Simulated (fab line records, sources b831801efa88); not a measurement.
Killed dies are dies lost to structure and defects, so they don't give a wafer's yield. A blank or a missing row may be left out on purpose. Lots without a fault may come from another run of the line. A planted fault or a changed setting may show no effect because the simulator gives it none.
Which tool did it? | flow sky130 | 6 lots, 17 wafers sampled, at 2 steps of a route of 708

WHAT THE GAUGES READ, wafer by wafer
SKY_LI_CONTACT_THK_MEAS_01.
lot  | measured     | on            | LI_CONTACT_HDPCVD_THK (nm)
L846 | day 28 11:35 | film_metro-01 | 925 924 932
L848 | day 29 03:35 | film_metro-01 | 915 917 915
L850 | day 30 05:28 | film_metro-01 | 920 911 921
L854 | day 31 07:18 | film_metro-03 | 922 930 939
L857 | day 32 09:35 | film_metro-04 | 928 932 939
L860 | day 33 09:24 | film_metro-01 | 910 917

WHICH TOOL RAN EACH LOT (tool, then ch and the chambers of the sampled wafers, then the start)
lot  | SKY_SD_N_RTA_14
L846 | rtp_anneal-02 ch 0, day 28 10:56
L848 | rtp_anneal-01 ch 0, day 29 02:56
L850 | rtp_anneal-01 ch 0, day 30 04:49
L854 | rtp_anneal-01 ch 0, day 31 06:38
L857 | rtp_anneal-02 ch 0, day 32 08:56
L860 | rtp_anneal-01 ch 0, day 33 08:45
- SKY_SD_N_RTA_14: time 2 s.

THE ANSWER, worked out from the rows above alone
Rule: what is usual is taken from the lots themselves. Put in order of their means at a reading, lots are off if they are a third of the lots or fewer, leave a main group of 4 or more, and stand apart from it by a gap of 3 or more times the standard deviation of the main group's means; of several such gaps the widest counts. A main group whose means are all the same, to the digits that the tables above print for the reading, isn't used. A lot without any number at a reading at which 4 lots or more have one is off too. The other lots that the step has rows for count as sound.
No lot is off at any reading shown: from this, nothing can be told.

WHAT THE SIMULATOR HAD PUT IN
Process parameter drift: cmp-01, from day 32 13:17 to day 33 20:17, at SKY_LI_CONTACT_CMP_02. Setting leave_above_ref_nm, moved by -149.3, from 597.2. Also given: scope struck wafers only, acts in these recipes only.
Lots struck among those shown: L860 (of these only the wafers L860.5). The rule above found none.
